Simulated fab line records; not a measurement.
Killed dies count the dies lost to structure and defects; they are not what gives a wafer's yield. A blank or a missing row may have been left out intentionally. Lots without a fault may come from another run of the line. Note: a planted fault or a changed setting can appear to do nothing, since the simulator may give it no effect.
fab line records	flow sky130
record: lots: 5	wafers: 15	lastDay: 51
route steps=708 shown VT_ADJUST_HVTP@94 VT_ADJUST_LVTN@97 PAD_OPEN@708
lots with no fault: from the same line, run without faults
startH: hours from the record's opening day to when the first of the lot's shown wafers began	waitH: hours since the lot's step before	" same as the row above	L1.1+2: a single row standing in for several wafers	- no value, or no start was given	* or withheld: withheld	< > ~ a bound
route shown NAME@n: names a module that has steps shown in the file, with the first one's number in the route	usual: mean/standard deviation taken from wafers without a fault	same: alike in all rows	chamber/n: place in a boat	sites: the reading at each site	_std_site: the standard deviation of these	_edge_site: mean of outer sites minus mean of inner sites	radiusMm: how far each site lies from the wafer's centre	mask NAME#n: copy n	behind: the tool/chamber that last shaped the wafer	hold: why the lot was held/for how many hours/how that ended	device: the n, p or np transistor that did not switch	end of line: at the end of the route, the tests of the same wafers	a step given without rows: its recipe and nothing more	killed: the dies lost at the first sort to structure and to defects; this is not the yield of the wafer	map: a wafer's dies, x killed, . not, _ none there
set.NAME: the setting that was run; set.NAME@STEP: the one run at that earlier step	model.NAME: the simulator's own value behind a step, which no gauge read
lots at some steps of the route; a table a step, a row a wafer
services: when a tool's chamber went out of use (startH, in hours from the record's first day, below 0 if earlier), for how many hours, and the reason
== steps ==
step: SKY_VT_ADJUST_HVTP_IMPLANT_09
recipe: species: As	energyKev: 150	doseCm2: 4.3e+12	tiltDeg: withheld
step: SKY_VT_ADJUST_HVTP_STRIP_10
recipe: chemistry: O2/N2	powerW: 1400	pressureMtorr: 1500	platenTempC: withheld	o2FlowSccm: 3000	n2FlowSccm: 300	overashFraction: 0.5
usual: drypumpMotorCurrentA: 5.5/0.4	oesProductAu: 0.716/0.0045	stripTimeToEndpointS: 14.18/0.043
lot.wafer	tool	chamber	startH	waitH	drypumpMotorCurrentA	oesProductAu	rfHoursCounterH	stripTimeToEndpointS
L784.2	plasmaAsher-02	1	125.14	0.1	5.3	0.721	42	14.17
L784.4	"	0	"	"	5.6	0.721	-	14.20
L784.6	"	1	"	"	5.3	0.718	-	14.15
L793.2	plasmaAsher-02	0	181.60	0.1	5.6	0.715	47	14.17
L793.3	"	1	"	"	5.3	0.723	-	14.21
L793.5	"	0	"	"	5.6	0.715	-	14.15
L795.1	plasmaAsher-03	0	203.34	0.1	5.9	0.724	39	14.17
L795.3	"	0	"	"	5.9	0.719	-	14.14
L795.5	"	1	"	"	5.5	0.709	-	14.17
L797.1	plasmaAsher-02	1	207.49	0.1	5.3	0.716	50	14.18
L797.3	"	1	"	"	5.3	0.710	-	14.20
L797.4	"	0	"	"	5.6	0.719	-	14.17
L805.3	plasmaAsher-01	1	256.68	0.1	6.0	0.719	-	14.20
L805.4	"	0	"	"	4.7	0.713	-	14.23
L805.6	"	0	"	"	4.7	0.716	-	14.23
step: SKY_VT_ADJUST_HVTP_TW_MEAS_11
usual: VT_ADJUST_HVTP_TW: 1348/16
lot.wafer	tool	chamber	startH	waitH	VT_ADJUST_HVTP_TW
L784.2	filmMetro-03	-	125.25	0.1	1319
L784.4	"	-	"	"	1319
L784.6	"	-	"	"	1323
L793.2	filmMetro-04	-	181.71	0.1	1370
L793.3	"	-	"	"	1375
L793.5	"	-	"	"	1376
L795.1	filmMetro-03	-	203.44	0.1	1328
L795.3	"	-	"	"	1335
L795.5	"	-	"	"	1337
L797.1	filmMetro-02	-	207.59	0.1	1374
L797.3	"	-	"	"	1370
L797.4	"	-	"	"	1375
L805.3	filmMetro-02	-	256.76	0.1	1361
L805.4	"	-	"	"	1367
L805.6	"	-	"	"	1356
step: SKY_VT_ADJUST_LVTN_DEHYDRATE_00
recipe: tempC: 200	timeS: 60
step: SKY_VT_ADJUST_LVTN_HMDS_01
recipe: primeTimeS: 60	primeTempC: 120
step: SKY_VT_ADJUST_LVTN_COAT_02
recipe: spinRpm: 2000	resistThkNm: 3000
step: SKY_VT_ADJUST_LVTN_SOFTBAKE_03
recipe: tempC: 110	timeS: withheld
step: SKY_VT_ADJUST_LVTN_EXPOSE_04
recipe: maskId: NWM_COMPLEMENT_LESS_NATIVE	na: 0.6	sourceShape: conventional	sigmaOuter: 0.6	polarization: unpolarized	targetCdNm: 840	doseMj: 194
step: SKY_VT_ADJUST_LVTN_PEB_05
recipe: tempC: 115	timeS: withheld
step: SKY_VT_ADJUST_LVTN_DEVELOP_06
recipe: wallAngleDeg: 90	developer: TMAH	developTimeS: 60	devTempC: 23
step: SKY_VT_ADJUST_LVTN_OVL_MEAS_07
usual: VT_ADJUST_LVTN_OVL: 0.3/1.5
lot.wafer	tool	chamber	startH	waitH	VT_ADJUST_LVTN_OVL[nm]
L784.2	overlay-01	-	143.84	-	-2.4
L784.4	"	-	"	"	-0.8
L784.6	"	-	"	"	-1.3
L793.2	overlay-02	-	202.34	-	2.1
L793.3	"	-	"	"	2.0
L793.5	"	-	"	"	2.1
L795.1	overlay-02	-	225.49	-	3.4
L795.3	"	-	"	"	1.0
L795.5	"	-	"	"	1.3
L797.1	overlay-01	-	229.04	-	1.4
L797.3	"	-	"	"	2.0
L797.4	"	-	"	"	1.0
L805.3	overlay-02	-	280.79	-	2.5
L805.4	"	-	"	"	1.3
L805.6	"	-	"	"	1.9
step: SKY_VT_ADJUST_LVTN_IMPLANT_08
recipe: species: B	energyKev: 30	doseCm2: 1.57e+12	tiltDeg: withheld
step: SKY_VT_ADJUST_LVTN_STRIP_09
recipe: chemistry: O2/N2	powerW: 1400	pressureMtorr: 1500	platenTempC: withheld	o2FlowSccm: 3000	n2FlowSccm: 300	overashFraction: 0.5
usual: drypumpMotorCurrentA: 5.6/0.42	oesProductAu: 0.722/0.005	stripTimeToEndpointS: 36.94/0.095
lot.wafer	tool	chamber	startH	waitH	drypumpMotorCurrentA	oesProductAu	rfHoursCounterH	stripTimeToEndpointS	model.coat_of_VT_ADJUST_LVTN_COAT_02.thkNm
L784.2	plasmaAsher-01	1	144.02	0.1	5.9	0.725	2	36.75	0
L784.4	"	1	"	"	5.9	0.719	-	36.87	0
L784.6	"	1	"	"	5.9	0.719	-	36.77	0
L793.2	plasmaAsher-04	0	202.52	0.1	5.7	0.871	51	-	2347
L793.3	"	0	"	"	5.7	0.875	-	-	2347
L793.5	"	0	"	"	5.7	0.872	-	-	2347
L795.1	plasmaAsher-03	1	225.67	0.1	5.5	0.715	41	36.76	0
L795.3	"	0	"	"	5.9	0.718	-	36.79	0
L795.5	"	1	"	"	5.5	0.731	-	36.88	0
L797.1	plasmaAsher-03	1	229.22	0.1	5.4	0.724	42	36.92	0
L797.3	"	1	"	"	5.5	0.726	-	36.81	0
L797.4	"	0	"	"	5.9	0.720	-	36.89	0
L805.3	plasmaAsher-04	0	281.00	0.1	5.8	0.729	-	36.92	0
L805.4	"	1	"	"	5.6	0.717	-	36.94	0
L805.6	"	0	"	"	5.7	0.718	-	37.00	0
step: SKY_VT_ADJUST_LVTN_TW_MEAS_10
usual: VT_ADJUST_LVTN_TW: 240.8/2.4
lot.wafer	tool	chamber	startH	waitH	VT_ADJUST_LVTN_TW
L784.2	filmMetro-03	-	144.13	0.1	239.0
L784.4	"	-	"	"	238.2
L784.6	"	-	"	"	238.2
L793.2	filmMetro-03	-	202.63	0.1	237.7
L793.3	"	-	"	"	238.5
L793.5	"	-	"	"	237.8
L795.1	filmMetro-03	-	225.77	0.1	239.0
L795.3	"	-	"	"	240.1
L795.5	"	-	"	"	239.3
L797.1	filmMetro-03	-	229.32	0.1	237.9
L797.3	"	-	"	"	238.0
L797.4	"	-	"	"	239.2
L805.3	filmMetro-02	-	281.09	0.1	243.1
L805.4	"	-	"	"	242.1
L805.6	"	-	"	"	241.3
step: SKY_VT_ADJUST_LVTN_DEHYDRATE_11
recipe: tempC: 200	timeS: 60
step: SKY_VT_ADJUST_LVTN_HMDS_12
recipe: primeTimeS: 60	primeTempC: 120
step: SKY_VT_ADJUST_LVTN_COAT_13
recipe: resist: NOVOLAK	spinRpm: 3000	resistThkNm: 1140
step: SKY_VT_ADJUST_LVTN_SOFTBAKE_14
recipe: tempC: 90	timeS: 60	resist: NOVOLAK
step: SKY_VT_ADJUST_LVTN_EXPOSE_15
recipe: maskId: HVN_STD_DERIVED	na: 0.6	sourceShape: conventional	sigmaOuter: 0.6	polarization: unpolarized	targetCdNm: 600	doseMj: 163
step: SKY_VT_ADJUST_LVTN_PEB_16
recipe: tempC: withheld	timeS: *	resist: NOVOLAK
step: SKY_VT_ADJUST_LVTN_DEVELOP_17
recipe: resist: NOVOLAK	developer: TMAH	developTimeS: 60	devTempC: 23
step: SKY_VT_ADJUST_LVTN_OVL_MEAS_18
usual: VT_ADJUST_LVTN_01_OVL: 0.2/1.6
lot.wafer	tool	chamber	startH	waitH	VT_ADJUST_LVTN_01_OVL[nm]
L784.2	overlay-01	-	163.99	0.1	-1.5
L784.4	"	-	"	"	-1.8
L784.6	"	-	"	"	-3.4
L793.2	overlay-01	-	224.94	0.1	-0.7
L793.3	"	-	"	"	0.0
L793.5	"	-	"	"	0.6
L795.1	overlay-01	-	248.48	0.1	-0.1
L795.3	"	-	"	"	0.4
L795.5	"	-	"	"	1.0
L797.1	overlay-01	-	252.14	0.1	-0.9
L797.3	"	-	"	"	-1.0
L797.4	"	-	"	"	-0.6
L805.3	overlay-02	-	306.20	0.1	-0.8
L805.4	"	-	"	"	-3.1
L805.6	"	-	"	"	-0.7
step: SKY_VT_ADJUST_LVTN_IMPLANT_19
recipe: species: B	energyKev: 30	doseCm2: 6.5e+11	tiltDeg: withheld
step: SKY_VT_ADJUST_LVTN_STRIP_20
recipe: chemistry: O2/N2	powerW: 1400	pressureMtorr: 1500	platenTempC: withheld	o2FlowSccm: 3000	n2FlowSccm: 300	overashFraction: 0.5
usual: drypumpMotorCurrentA: 5.5/0.46	oesProductAu: 0.716/0.0049	stripTimeToEndpointS: 14.20/0.057
lot.wafer	tool	chamber	startH	waitH	drypumpMotorCurrentA	oesProductAu	rfHoursCounterH	stripTimeToEndpointS
L784.2	plasmaAsher-03	1	164.17	0.1	5.5	0.711	35	14.10
L784.4	"	0	"	"	6.0	0.723	-	14.14
L784.6	"	1	"	"	5.5	0.721	-	14.17
L793.2	plasmaAsher-01	1	225.12	0.1	5.9	0.727	10	49.12
L793.3	"	0	"	"	4.7	0.727	-	49.10
L793.5	"	1	"	"	5.9	0.725	-	49.14
L795.1	plasmaAsher-03	1	248.67	0.1	5.5	0.721	44	14.19
L795.3	"	1	"	"	5.4	0.718	-	14.17
L795.5	"	0	"	"	5.9	0.707	-	14.19
L797.1	plasmaAsher-01	1	252.62	0.1	5.9	0.715	13	14.11
L797.3	"	1	"	"	5.9	0.708	-	14.12
L797.4	"	0	"	"	4.7	0.718	-	14.16
L805.3	plasmaAsher-01	0	306.41	0.1	4.8	0.714	-	14.24
L805.4	"	1	"	"	5.9	0.714	-	14.30
L805.6	"	1	"	"	5.9	0.713	-	14.24
step: SKY_VT_ADJUST_LVTN_TW_MEAS_21
usual: VT_ADJUST_LVTN_2_TW: 188.4/1.6
lot.wafer	tool	chamber	startH	waitH	hold	VT_ADJUST_LVTN_2_TW
L784.2	filmMetro-03	-	164.28	0.1	-	185.3
L784.4	"	-	"	"	-	184.6
L784.6	"	-	"	"	-	185.6
L793.2	filmMetro-03	-	225.23	0.1	awaitDispo/0.2h/release	29.8
L793.3	"	-	"	"	awaitDispo/0.2h/release	29.8
L793.5	"	-	"	"	awaitDispo/0.2h/release	29.7
L793.2	filmMetro-03	-	225.45	0.2	-	29.8
L793.3	"	-	"	"	-	29.8
L793.5	"	-	"	"	-	29.8
L795.1	filmMetro-03	-	248.77	0.1	-	185.9
L795.3	"	-	"	"	-	185.1
L795.5	"	-	"	"	-	185.1
L797.1	filmMetro-01	-	252.72	0.1	-	189.5
L797.3	"	-	"	"	-	189.1
L797.4	"	-	"	"	-	189.1
L805.3	filmMetro-02	-	306.49	0.1	-	187.8
L805.4	"	-	"	"	-	188.4
L805.6	"	-	"	"	-	187.9
step: SKY_PAD_OPEN_PROBE_99
usual: defectLimitedYield: 82.5/2	killed_at_M0_to_M3: 42/7.3	killed_at_M4_up: 3.4/2	killedAtContacts: 24/5.6	killedAtFrontEnd: 16/4.5	killedAtOther: 0.2/0.51	killedDies: 86/9.8	killedOpen: 46/7	killedShort: 40/6.7	sort_bin_3_pad_short: 0.9/0.42	sort_bin_5_function: 10.3/1.5	sort_bin_6_memory: 6.3/1.3	sortNPass: 406/9.8	sortYieldPct: 82.5/2
same: grossDies: 492	killedAtBackSide: 0	sort_bin_4_leakage[%]: 0	sort_bin_8_speed[%]: 0
lot.wafer	tool	chamber	startH	waitH	defectLimitedYield[%]	killed_at_M0_to_M3	killed_at_M4_up	killedAtContacts	killedAtFrontEnd	killedAtOther	killedDies	killedOpen	killedShort	sort_bin_3_pad_short[%]	sort_bin_5_function[%]	sort_bin_6_memory[%]	sortNPass	sortYieldPct[%]
L797.1	prober-02	-	1211.51	0.1	79.9	46	1	27	25	0	99	60	39	0.4	10.2	9.6	393	79.9
L797.3	prober-02	-	1211.61	0.2	80.1	51	2	34	11	0	98	53	45	1.0	10.8	8.1	394	80.1
L797.4	prober-02	-	1211.66	0.2	77.0	55	5	32	21	0	113	73	40	0.8	12.4	9.8	379	77.0
L805.3	prober-01	-	1213.41	0.5	82.9	48	5	21	10	0	84	44	40	1.0	9.6	6.5	408	82.9
L805.4	prober-01	-	1213.46	0.5	85.0	45	0	12	17	0	74	32	42	0.8	10.6	3.7	418	85.0
L805.6	prober-01	-	1213.56	0.6	82.7	44	2	24	15	0	85	40	45	0.6	9.8	6.9	407	82.7
killed by level:class
L797.1 VIA1:geometricParticle:open=14 CONTACT:geometricParticle:open=13 POLY_GATE:geometricParticle:open=10 FIELD_ISO:geometricParticle:short=7 LI_CONTACT:geometricParticle:open=7 VIA2:geometricParticle:open=7 VIA1:geometricParticle:short=5 POLY_GATE:geometricParticle:short=4
L797.3 VIA2:geometricParticle:open=14 CONTACT:geometricParticle:open=13 CONTACT:geometricParticle:short=11 VIA1:geometricParticle:open=10 LI_CONTACT:geometricParticle:open=6 VIA1:geometricParticle:short=5 METAL2:geometricParticle:short=5 VIA3:geometricParticle:short=4
L797.4 CONTACT:geometricParticle:open=16 VIA1:geometricParticle:open=16 FIELD_ISO:geometricParticle:open=9 VIA2:geometricParticle:open=9 LI_CONTACT:geometricParticle:open=8 METAL1:geometricParticle:short=6 POLY_GATE:geometricParticle:open=5 CONTACT:geometricParticle:short=5
L805.3 CONTACT:geometricParticle:open=11 VIA1:geometricParticle:open=10 VIA2:geometricParticle:open=9 METAL1:geometricParticle:short=7 METAL2:geometricParticle:short=5 VIA3:geometricParticle:open=5 FIELD_ISO:geometricParticle:short=4 LI_CONTACT:geometricParticle:open=4
L805.4 VIA1:geometricParticle:open=9 VIA3:geometricParticle:open=8 METAL1:geometricParticle:short=7 METAL2:geometricParticle:short=7 FIELD_ISO:geometricParticle:open=4 FIELD_ISO:geometricParticle:short=4 SPACER:geometricParticle:short=4 LI_CONTACT:geometricParticle:short=4
L805.6 VIA1:geometricParticle:open=11 CONTACT:geometricParticle:open=10 VIA1:geometricParticle:short=8 METAL1:geometricParticle:short=7 FIELD_ISO:geometricParticle:short=6 LI_CONTACT:geometricParticle:open=5 METAL2:geometricParticle:short=5 LOCAL_INTERCONNECT:geometricParticle:short=4
== services ==
tool	chamber	startH	hours	kind
plasmaAsher-01	-	108.75	9.0	pm
plasmaAsher-01	0	108.75	9.0	ventCycle
plasmaAsher-01	1	108.75	9.0	ventCycle
plasmaAsher-01	0	117.75	-	clean
plasmaAsher-01	1	117.75	-	clean
plasmaAsher-02	-	188.66	0.8	repair
plasmaAsher-04	-	247.42	4.9	repair
plasmaAsher-03	-	256.09	0.7	repair
plasmaAsher-01	-	271.29	1.3	repair
plasmaAsher-03	-	297.28	13.5	repair
plasmaAsher-01	-	297.56	0.5	repair
plasmaAsher-03	-	301.51	1.0	repair
== key ==
firstSign: step: SKY_VT_ADJUST_LVTN_STRIP_09	reading: oesProductAu	direction: up	sigmas: 30	usual: 0.722	struck: 0.873
effect: step: SKY_VT_ADJUST_LVTN_STRIP_20	reading: stripTimeToEndpointS	direction: up	sigmas: 99+	usual: *	struck: *
effect: step: SKY_VT_ADJUST_LVTN_TW_MEAS_21	reading: visit	direction: added
effect: step: SKY_VT_ADJUST_LVTN_TW_MEAS_21	reading: VT_ADJUST_LVTN_2_TW	direction: down	sigmas: 99+	usual: 188.4	struck: 29.8
modelEffect: step: SKY_VT_ADJUST_LVTN_STRIP_09	value: coat_of_VT_ADJUST_LVTN_COAT_02.thkNm	without: 0	struck: 2347
metAt SKY_VT_ADJUST_LVTN_STRIP_09
struckWafers L793.2,L793.3,L793.5
scrappedBehind SKY_VT_ADJUST_LVTN_TW_MEAS_21 L793.2,L793.3,L793.5
fault: kind: stripAborted	tool: plasmaAsher-04	chamber: -	onsetH: 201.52	steps: SKY_VT_ADJUST_LVTN_STRIP_09	offset: 0.9694	endH: 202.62
